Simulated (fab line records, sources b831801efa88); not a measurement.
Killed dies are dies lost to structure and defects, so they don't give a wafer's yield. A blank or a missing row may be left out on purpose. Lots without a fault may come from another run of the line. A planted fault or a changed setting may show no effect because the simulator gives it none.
Which tool did it? | flow sky130 | 13 lots, 39 wafers sampled, at 1 step of a route of 708

WHAT THE GAUGES READ, wafer by wafer
SKY_LI_CONTACT_BOW_MEAS_03. Usual: LI_CONTACT_BOW 56 um, standard deviation 7.
lot  | measured     | on            | LI_CONTACT_BOW (um) | flag
L747 | day 28 04:44 | film_metro-04 | 59 60 63            |
L749 | day 28 21:06 | film_metro-04 | 61 61 74            |
L752 | day 30 09:32 | film_metro-04 | 52 51 57            |
L751 | day 30 10:23 | film_metro-04 | 61 52 56            |
L754 | day 30 12:53 | film_metro-04 | 53 59 53            |
L755 | day 31 09:23 | film_metro-03 | 50 66 57            |
L758 | day 31 21:04 | film_metro-01 | 51 53 59            |
L757 | day 32 01:17 | film_metro-01 | 62 62 69            |
L759 | day 32 04:42 | film_metro-04 | 46 54 50            |
L767 | day 34 23:50 | film_metro-04 | 56 65 47            |
L769 | day 35 07:12 | film_metro-04 | 52 61 53            |
L768 | day 35 14:13 | film_metro-04 | 54 52 46            |
L770 | day 36 04:11 | film_metro-01 | 55 59 64            |

WHICH TOOL RAN EACH LOT (tool, then ch and the chambers of the sampled wafers, then the start)
The record holds no process step before these readings.

WHAT THE TOOLS THEMSELVES READ (means of the sampled wafers that have a number; where no wafer has one, the mark that the record gives instead)
The record holds no such reading with a usual standard deviation.

THE ANSWER, worked out from the rows above alone
Rule: a lot is off if the mean of its wafers that have a number lies more than 3 standard deviations from the usual mean. A lot without any number at a reading at which 4 lots or more have one is off too. The other lots that the step has rows for count as sound. The gauges are gone through in route order, then the tools' own readings, and for those a lot's mean is taken as printed above. The first step at which some lot is off is used, and at that step the reading that is off furthest; a lot without a number counts as furthest.
No lot is off at any reading shown: from this, nothing can be told.

WHAT THE SIMULATOR HAD PUT IN
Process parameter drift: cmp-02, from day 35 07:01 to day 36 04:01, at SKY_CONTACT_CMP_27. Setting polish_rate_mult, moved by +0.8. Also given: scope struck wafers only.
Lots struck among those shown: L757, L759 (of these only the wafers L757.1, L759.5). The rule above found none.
